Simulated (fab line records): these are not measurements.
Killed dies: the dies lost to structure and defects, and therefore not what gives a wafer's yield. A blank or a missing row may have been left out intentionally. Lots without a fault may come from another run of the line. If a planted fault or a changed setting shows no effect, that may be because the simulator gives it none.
Which tool is to blame? ; flow sfq line ; 15 lots, 42 wafers sampled, at 3 steps of a route of 325

## WHAT EACH GAUGE READ, for each wafer
SFQ_L0_RS_MEAS_901: uses a four-point probe to measure.
lot;measured;on;L0_MONX_KI_RS (ohm/sq)
L254;day 1 12:34;film metro-01;44.2 43.7 44.0
L255;day 1 17:35;film metro-02;43.3 43.6 43.7
L256;day 1 22:35;film metro-01;44.0 43.4 43.3
L257;day 2 03:37;film metro-02;42.5 42.4 42.8
L258;day 2 08:34;film metro-01;43.5 43.2 43.6
L259;day 2 13:34;film metro-01;43.0 43.1 43.1
L264;day 3 14:36;film metro-04;43.5 43.9 43.6
L265;day 3 19:35;film metro-02;42.7 43.3 43.0
L266;day 4 00:36;film metro-02;43.6 30.9
L268;day 4 10:36;film metro-01;44.1 31.5
L269;day 4 15:38;film metro-04;31.1 31.0
L271;day 5 01:34;film metro-04;44.0 44.0 44.1
L274;day 5 16:34;film metro-04;43.2 43.2 43.1
L275;day 5 21:35;film metro-01;43.5 43.1 43.5
L276;day 6 02:34;film metro-02;43.2 43.4 43.8

SFQ_L0_THK_MEAS_902: measures by xrf.
lot;measured;on;L0_MONX_KI_THK (nm)
L254;day 1 12:41;film metro-01;39.4 39.7 39.6
L255;day 1 17:41;film metro-02;39.9 39.5 39.5
L256;day 1 22:41;film metro-01;39.0 39.9 39.8
L257;day 2 03:43;film metro-02;40.5 40.8 40.2
L258;day 2 08:41;film metro-01;39.7 40.0 39.5
L259;day 2 13:41;film metro-01;40.0 40.0 40.3
L264;day 3 14:42;film metro-04;39.6 39.1 39.2
L265;day 3 19:41;film metro-02;40.1 39.7 40.0
L266;day 4 00:42;film metro-02;39.4 55.7
L268;day 4 10:42;film metro-01;40.0 55.4
L269;day 4 15:43;film metro-04;55.4 55.5
L271;day 5 01:41;film metro-04;38.8 38.9 38.7
L274;day 5 16:41;film metro-04;39.6 39.6 39.9
L275;day 5 21:41;film metro-01;40.0 40.5 40.2
L276;day 6 02:41;film metro-02;39.5 39.5 39.2

## EACH LOT AND THE TOOL THAT RAN IT (in order: tool; ch and the chambers of the sampled wafers; start)
lot;SFQ_TRILAYER_L0_DEP_SPUTTER_003
L254;pvd sputter-03, day 1 12:29
L255;pvd sputter-03, day 1 17:29
L256;pvd sputter-03, day 1 22:29
L257;pvd sputter-06, day 2 03:29
L258;pvd sputter-06, day 2 08:29
L259;pvd sputter-03, day 2 13:29
L264;pvd sputter-04, day 3 14:29
L265;pvd sputter-06, day 3 19:29
L266;pvd sputter-03, day 4 00:29
L268;pvd sputter-03, day 4 10:29
L269;pvd sputter-03, day 4 15:32
L271;pvd sputter-06, day 5 01:29
L274;pvd sputter-04, day 5 16:29
L275;pvd sputter-04, day 5 21:29
L276;pvd sputter-04, day 6 02:29
- SFQ_TRILAYER_L0_DEP_SPUTTER_003: material MoNx KI, target thk 40 nm, time 100 s.

## WHAT THE TOOLS THEMSELVES READ (means of the sampled wafers that have a number; where no wafer has one, the mark that the record gives instead)
SFQ_TRILAYER_L0_DEP_SPUTTER_003.
lot;tool;base pressure pa (Pa);throttle valve pct (%)
L254;pvd sputter-03;1.19e-06;29.7
L255;pvd sputter-03;1.39e-06;29.6
L256;pvd sputter-03;1.29e-06;29.4
L257;pvd sputter-06;1.36e-06;29.4
L258;pvd sputter-06;1.31e-06;29.6
L259;pvd sputter-03;1.27e-06;29.3
L264;pvd sputter-04;1.35e-06;29.7
L265;pvd sputter-06;1.37e-06;29.6
L266;pvd sputter-03;1.24e-06;29.9
L268;pvd sputter-03;1.48e-06;29.5
L269;pvd sputter-03;1.16e-06;29.8
L271;pvd sputter-06;1.35e-06;29.0
L274;pvd sputter-04;1.34e-06;30.2
L275;pvd sputter-04;1.34e-06;30.0
L276;pvd sputter-04;1.30e-06;30.0

## THE ANSWER, worked out from the rows above alone
Rule: what is usual is taken from the lots themselves. The widest of any qualifying gaps counts: lots, ordered by their means at a reading, are off when they make up no more than a third of the lots, leave a main group of 4 or more, and stand apart from it by 3 or more times the standard deviation of that group's means. A main group whose means are all the same, to the digits that the tables above print for the reading, isn't used. Also off: a lot with no number at a reading for which 4 or more lots have one. All remaining lots with rows at the step are treated as sound. After the gauges, taken in route order, come the tools' own readings; for these a lot's mean is taken, as printed above. At the first step where some lot is off, the reading lying furthest off is the one used; lots without a number count as furthest.
Off: L266, L268, L269, seen at SFQ_L0_RS_MEAS_901 (L0_MONX_KI_RS). For the main group the mean is 43.4 ohm/sq and the standard deviation 0.39.
If a tool, at a process step before that reading, ran all the lots that are off and no sound lot after the first of them, it fits. The gauges at SFQ_L0_RS_MEAS_901 are tried like those tools. One candidate fits, namely pvd sputter-03 at SFQ_TRILAYER_L0_DEP_SPUTTER_003. Its last sound lot is L259 (day 2 13:29), its first lot that is off L266 (day 4 00:29): a fault that began between those two fits.

## WHAT THE SIMULATOR PUT IN
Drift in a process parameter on pvd sputter-03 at SFQ_TRILAYER_L0_DEP_SPUTTER_003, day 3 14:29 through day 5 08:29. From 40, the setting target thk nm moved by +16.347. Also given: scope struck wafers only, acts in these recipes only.
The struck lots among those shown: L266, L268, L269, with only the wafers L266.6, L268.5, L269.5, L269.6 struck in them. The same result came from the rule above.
